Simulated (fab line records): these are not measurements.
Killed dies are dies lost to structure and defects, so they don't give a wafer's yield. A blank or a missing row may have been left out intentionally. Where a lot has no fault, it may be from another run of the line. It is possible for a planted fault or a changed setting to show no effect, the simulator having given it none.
Problem report in the 8D (eight disciplines) form, filled by code | flow sky130 | the parts of the form that need people (team, actions taken, sign-off) are left out

== 1. WHAT IS WRONG ==
CONTACT_W_RS at SKY_CONTACT_RS_MEAS_25 reads a mean of 0.443 ohm/sq on 1 wafer of 1 lot; wafers without a fault read 0.339 ohm/sq with a standard deviation of 0.0036. That puts it +29 standard deviations away from the usual mean.
The step: measures by four-point-probe.
The first sign was on wafer L632.3 at day 37 02:31, on filmMetro-02. The record holds 30 wafers of 10 lots with a number at this step. Rule for "out", or "out of limits": more than 4 standard deviations from the usual mean. All remaining wafers that have a number are taken as sound.

== 2. WHAT IT IS, WHAT IT ISN'T ==
question                    | is                | is not
which readings at this step | CONTACT_W_RS      | -
which lots                  | L632              | L617, L619, L620, L621, L623, L624, L625, L628, L640
which wafers of those lots  | L632.3            | L632.2, L632.4
read on which gauges        | filmMetro-02      | filmMetro-03, filmMetro-04
when                        | from day 37 02:31 | up to then (26 sound wafers); but 3 sound wafers of L640 came after

== 3. WHAT RULES OUT EACH SUSPECT ==
Counting: any tool at a process step up to the reading remains a suspect provided it ran every lot that is out. Sound lots after the first of them don't rule it out here, since some wafers of a struck lot are sound.
- ruled out: the gauge at SKY_CONTACT_RS_MEAS_25. All the wafers that are out were read on filmMetro-02, but those of them that SKY_CONTACT_CMP_27 has rows for are out there too, on other tools.
- rieMetal-03 at SKY_LOCAL_INTERCONNECT_METAL_ETCH_14 (etches TiN in Cl2/BCl3, stops on PSG, target depth 110 nm, time 31.4 s): kept. It ran the lot that is out, L632 (day 35 22:08); its last sound lot up to then is L625 (day 33 16:46).
- rieDiel-03 at SKY_CONTACT_ETCH_17 (etches SiO2 in C4F8/O2/Ar, stops on Si3N4, target depth 340 nm): kept. It ran the lot that is out, L632 (day 37 01:38); its last sound lot up to then is L628 (day 35 05:56).
- cvdW-01 at SKY_CONTACT_CVD_24 (deposits W, target thk 340 nm, time 102.12 s): kept. It ran the lot that is out, L632 (day 37 02:23); its last sound lot up to then is L628 (day 35 06:42).
- In rieDiel-03 at SKY_CONTACT_ETCH_17, the wafers that are out were processed in chamber 0 and their sound lot-mates in chambers 1, 2.
- Within cvdW-01 at SKY_CONTACT_CVD_24, the wafers that are out were processed in chamber 0 and their sound lot-mates in chamber 1.
Still standing after the count: rieMetal-03 at SKY_LOCAL_INTERCONNECT_METAL_ETCH_14, rieDiel-03 at SKY_CONTACT_ETCH_17, cvdW-01 at SKY_CONTACT_CVD_24.

== 4. THE CAUSE (what the simulator had put in) ==
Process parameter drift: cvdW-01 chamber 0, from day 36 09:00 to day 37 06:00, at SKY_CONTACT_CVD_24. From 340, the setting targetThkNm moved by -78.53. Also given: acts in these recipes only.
Counting left 3 suspects, and this tool is among them.

== 5. THE CHAIN OF EFFECTS, in route order ==
Each row: a reading where the mean over the struck wafers with a number is more than 3 standard deviations away from the usual. Only readings for which the record gives a usual standard deviation are gone through. hours: the time from each lot's start at the first step in this table that gives one to its start at this step, as a median over the lots. sigmas: the change in usual standard deviations.
hours | step                    | reading         | usual        | on struck wafers | change | sigmas
0     | SKY_CONTACT_RS_MEAS_25  | CONTACT_W_RS    | 0.339 ohm/sq | 0.443            | +0.104 | +29
0     | SKY_CONTACT_THK_MEAS_26 | CONTACT_W_THK   | 343 nm       | 262              | -81    | -19
0     | SKY_CONTACT_CMP_27      | timeToEndpointS | 83 s         | 63               | -20    | -5.4
It contains these process steps:
- SKY_CONTACT_CMP_27: polishes, stops on SiO2, t overpolish 15 s, target thk 0 nm.

== 6. HOW IT WOULD HAVE BEEN CAUGHT EARLIER ==
The first out-of-limits reading at a measuring or inspecting step in this record came at day 37 02:31, 18 hours after the fault's start at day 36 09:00.
Tool readings at SKY_CONTACT_CVD_24 with a usual standard deviation given in the record: none out on any struck wafer, hence no alarm at a limit of 4 standard deviations on them.
Each of the lots that are out, 1 in all, had begun SKY_CONTACT_CVD_24 on cvdW-01 no later than day 37 02:31. Tool hold at that time: it would have spared none of them.
